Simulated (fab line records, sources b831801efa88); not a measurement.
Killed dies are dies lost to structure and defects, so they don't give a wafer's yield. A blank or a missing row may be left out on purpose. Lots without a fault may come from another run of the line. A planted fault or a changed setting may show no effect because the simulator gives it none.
Which tool did it? | flow sfq_line | 12 lots, 36 wafers sampled, at 6 steps of a route of 325

WHAT THE GAUGES READ, wafer by wafer
SFQ_I6_BOW_MEAS_941. Usual: I6_BOW 7 um, standard deviation 8.7.
lot  | measured     | on            | I6_BOW (um) | flag
L388 | day 73 05:16 | film_metro-03 | 24 20 18    |
L389 | day 73 08:12 | film_metro-02 | 6 5 6       |
L390 | day 73 11:40 | film_metro-01 | 5 -4 5      |
L391 | day 73 14:40 | film_metro-03 | 8 8 10      |
L392 | day 73 17:40 | film_metro-01 | 28 21 32    |
L393 | day 77 10:45 | film_metro-03 | 2 3 8       |
L394 | day 77 16:44 | film_metro-01 | 9 13 9      |
L395 | day 78 02:18 | film_metro-03 | -4 -18 2    |
L399 | day 80 18:02 | film_metro-02 | -8 0 1      |
L403 | day 81 04:49 | film_metro-03 | 12 10 4     |
L405 | day 81 07:49 | film_metro-02 | 4 -10 -4    |
L411 | day 81 22:49 | film_metro-03 | 3 -2 10     |

WHICH TOOL RAN EACH LOT (tool, then ch and the chambers of the sampled wafers, then the start)
lot  | SFQ_TRILAYER_I0_CMP_CMP_028   | SFQ_TRILAYER_I0_METRO_MEASURE_029 | SFQ_TRILAYER_I0_VIA_ETCH_VIA_ETCH_034 | SFQ_TRILAYER_I2_VIA_BARC_OPEN_VIA_ETCH_096 | SFQ_TRILAYER_C5_BARC_OPEN_VIA_ETCH_210
L388 | cmp-01 ch 0,3, day 12 03:35   | film_metro-01, day 12 07:18       | rie_diel-02 ch 0,1,2, day 13 15:40    | rie_diel-02 ch 0,3, day 39 05:59           | rie_diel-04 ch 0,1,3, day 72 12:20
L389 | cmp-02 ch 0,2,3, day 12 09:52 | film_metro-01, day 12 12:29       | rie_diel-04 ch 0,1, day 13 16:52      | rie_diel-04 ch 2,3, day 39 09:35           | rie_diel-03 ch 1,2,3, day 72 13:27
L390 | cmp-01 ch 0,1,3, day 13 05:09 | film_metro-01, day 13 07:46       | rie_diel-04 ch 0,2, day 13 21:40      | rie_diel-03 ch 0,1,2, day 39 11:59         | rie_diel-02 ch 1,2,3, day 73 02:56
L391 | cmp-01 ch 0,2,3, day 13 11:39 | film_metro-02, day 13 13:46       | rie_diel-02 ch 0,2,3, day 14 00:04    | rie_diel-04 ch 0,2, day 39 15:35           | rie_diel-03 ch 2,3, day 73 05:20
L392 | cmp-01 ch 0,1,2, day 13 22:39 | film_metro-02, day 14 01:46       | rie_diel-01 ch 0,2, day 14 20:43      | rie_diel-03 ch 1,2,3, day 40 13:11         | rie_diel-04 ch 0,2,3, day 73 10:08
L393 | cmp-02 ch 0,2, day 14 00:22   | film_metro-04, day 14 03:41       | rie_diel-02 ch 1,3, day 14 23:07      | rie_diel-03 ch 0,2, day 40 19:11           | rie_diel-03 ch 1,2,3, day 73 13:44
L394 | cmp-01 ch 0,2, day 14 11:23   | film_metro-04, day 14 14:00       | rie_diel-01 ch 1,3, day 15 01:31      | rie_diel-04 ch 0,1,2, day 40 22:47         | rie_diel-04 ch 1,2,3, day 73 18:25
L395 | cmp-02 ch 1,2,3, day 15 00:53 | film_metro-02, day 15 04:01       | rie_diel-02 ch 0,1,3, day 15 07:50    | rie_diel-04 ch 1,2,3, day 41 08:23         | rie_diel-02 ch 1,2,3, day 74 04:01
L399 | cmp-01 ch 1,2,3, day 16 08:42 | film_metro-02, day 16 11:19       | rie_diel-01 ch 0,1,2, day 16 14:51    | rie_diel-03 ch 1,2,3, day 43 03:58         | rie_diel-03 ch 0,1,2, day 77 06:05
L403 | cmp-02 ch 0,3, day 17 20:52   | film_metro-04, day 17 23:29       | rie_diel-02 ch 1,3, day 18 03:01      | rie_diel-04 ch 2,3, day 45 00:22           | rie_diel-02 ch 0,2, day 78 14:05
L405 | cmp-01 ch 0,1,3, day 18 10:24 | film_metro-04, day 18 12:31       | rie_diel-04 ch 0,1,2, day 18 16:03    | rie_diel-03 ch 0,1,2, day 45 08:53         | rie_diel-02 ch 0,1, day 79 00:53
L411 | cmp-01 ch 1,3, day 21 12:15   | film_metro-04, day 21 15:22       | rie_diel-04 ch 2,3, day 28 02:14      | rie_diel-04 ch 0,2,3, day 53 04:58         | rie_diel-03 ch 1,2,3, day 80 03:05
- SFQ_TRILAYER_I0_CMP_CMP_028: polishes SiO2.
- SFQ_TRILAYER_I0_METRO_MEASURE_029
- SFQ_TRILAYER_I0_VIA_ETCH_VIA_ETCH_034: etches SiO2 in CHF3, stops on Nb, target depth 260 nm.
- SFQ_TRILAYER_I2_VIA_BARC_OPEN_VIA_ETCH_096: etches BARC in O2, target depth 125 nm, time 41.7 s.
- SFQ_TRILAYER_C5_BARC_OPEN_VIA_ETCH_210: etches BARC in O2, target depth 125 nm, time 41.7 s.

WHAT THE TOOLS THEMSELVES READ (means of the sampled wafers that have a number; where no wafer has one, the mark that the record gives instead)
SFQ_TRILAYER_I0_CMP_CMP_028. Usual: motor_current_A 10.3 A, standard deviation 0.69; time_to_endpoint_s 208 s, standard deviation 7.5.
lot  | tool   | motor_current_A (A) | time_to_endpoint_s (s) | flag
L388 | cmp-01 | 9.7                 | 221                    |
L389 | cmp-02 | 10.7                | 211                    |
L390 | cmp-01 | 10.0                | 217                    |
L391 | cmp-01 | 10.7                | 213                    |
L392 | cmp-01 | 10.6                | 203                    |
L393 | cmp-02 | 10.3                | 208                    |
L394 | cmp-01 | 10.7                | 204                    |
L395 | cmp-02 | 10.2                | 207                    |
L399 | cmp-01 | 10.4                | 210                    |
L403 | cmp-02 | 10.7                | 206                    |
L405 | cmp-01 | 9.8                 | 207                    |
L411 | cmp-01 | 9.7                 | 202                    |

SFQ_TRILAYER_I0_METRO_MEASURE_029. Usual: thk_nm 199.2 nm, standard deviation 1.
lot  | tool          | thk_nm (nm) | flag
L388 | film_metro-01 | 200.0       |
L389 | film_metro-01 | 198.3       |
L390 | film_metro-01 | 198.9       |
L391 | film_metro-02 | 200.0       |
L392 | film_metro-02 | 198.5       |
L393 | film_metro-04 | 200.1       |
L394 | film_metro-04 | 199.4       |
L395 | film_metro-02 | 199.6       |
L399 | film_metro-02 | 200.3       |
L403 | film_metro-04 | 193.7       | OFF
L405 | film_metro-04 | 200.0       |
L411 | film_metro-04 | 198.9       |

SFQ_TRILAYER_I0_VIA_ETCH_VIA_ETCH_034. Usual: drypump_motor_current_A 5.7 A, standard deviation 0.35; oes_product_au 0.853 a.u., standard deviation 0.005.
lot  | tool        | drypump_motor_current_A (A) | oes_product_au (a.u.) | flag
L388 | rie_diel-02 | 5.7                         | 0.856                 |
L389 | rie_diel-04 | 5.6                         | 0.857                 |
L390 | rie_diel-04 | 5.7                         | 0.850                 |
L391 | rie_diel-02 | 6.0                         | 0.852                 |
L392 | rie_diel-01 | 5.8                         | 0.849                 |
L393 | rie_diel-02 | 5.6                         | 0.852                 |
L394 | rie_diel-01 | 5.7                         | 0.854                 |
L395 | rie_diel-02 | 5.8                         | 0.854                 |
L399 | rie_diel-01 | 5.9                         | 0.850                 |
L403 | rie_diel-02 | 5.9                         | 0.839                 |
L405 | rie_diel-04 | 5.5                         | 0.857                 |
L411 | rie_diel-04 | 5.5                         | 0.852                 |

SFQ_TRILAYER_I2_VIA_BARC_OPEN_VIA_ETCH_096. Usual: drypump_motor_current_A 5.5 A, standard deviation 0.34; oes_product_au 0.685 a.u., standard deviation 0.0047.
lot  | tool        | drypump_motor_current_A (A) | oes_product_au (a.u.) | flag
L388 | rie_diel-02 | 6.1                         | 0.685                 |
L389 | rie_diel-04 | 5.5                         | 0.686                 |
L390 | rie_diel-03 | 5.1                         | 0.687                 |
L391 | rie_diel-04 | 5.7                         | 0.679                 |
L392 | rie_diel-03 | 5.1                         | 0.685                 |
L393 | rie_diel-03 | 5.2                         | 0.679                 |
L394 | rie_diel-04 | 5.5                         | 0.688                 |
L395 | rie_diel-04 | 5.4                         | 0.687                 |
L399 | rie_diel-03 | 5.1                         | 0.685                 |
L403 | rie_diel-04 | 5.5                         | 0.685                 |
L405 | rie_diel-03 | 5.1                         | 0.688                 |
L411 | rie_diel-04 | 5.6                         | 0.685                 |

SFQ_TRILAYER_C5_BARC_OPEN_VIA_ETCH_210. Usual: drypump_motor_current_A 5.5 A, standard deviation 0.4; oes_product_au 0.685 a.u., standard deviation 0.0044.
lot  | tool        | drypump_motor_current_A (A) | oes_product_au (a.u.) | flag
L388 | rie_diel-04 | 5.5                         | 0.688                 |
L389 | rie_diel-03 | 5.1                         | 0.692                 |
L390 | rie_diel-02 | 5.9                         | 0.684                 |
L391 | rie_diel-03 | 5.3                         | 0.689                 |
L392 | rie_diel-04 | 5.6                         | 0.680                 |
L393 | rie_diel-03 | 5.2                         | 0.684                 |
L394 | rie_diel-04 | 5.4                         | 0.686                 |
L395 | rie_diel-02 | 5.9                         | 0.681                 |
L399 | rie_diel-03 | 5.1                         | 0.684                 |
L403 | rie_diel-02 | 5.9                         | 0.690                 |
L405 | rie_diel-02 | 5.5                         | 0.683                 |
L411 | rie_diel-03 | 5.2                         | 0.690                 |

THE ANSWER, worked out from the rows above alone
Rule: a lot is off if the mean of its wafers that have a number lies more than 3 standard deviations from the usual mean. A lot without any number at a reading at which 4 lots or more have one is off too. The other lots that the step has rows for count as sound. The gauges are gone through in route order, then the tools' own readings, and for those a lot's mean is taken as printed above. The first step at which some lot is off is used, and at that step the reading that is off furthest; a lot without a number counts as furthest.
Off: L403, at SFQ_TRILAYER_I0_METRO_MEASURE_029 (thk_nm).
A tool fits if, at that step or a process step before it, it ran every lot that is off, and no sound lot after the first of them. One fits: cmp-02 at SFQ_TRILAYER_I0_CMP_CMP_028. Its last sound lot is L395 (day 15 00:53), its first lot that is off L403 (day 17 20:52): a fault that began between those two fits.

WHAT THE SIMULATOR HAD PUT IN
Process parameter drift: cmp-02, from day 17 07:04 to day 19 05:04, at SFQ_TRILAYER_I0_CMP_CMP_028. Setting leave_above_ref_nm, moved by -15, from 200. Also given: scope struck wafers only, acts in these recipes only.
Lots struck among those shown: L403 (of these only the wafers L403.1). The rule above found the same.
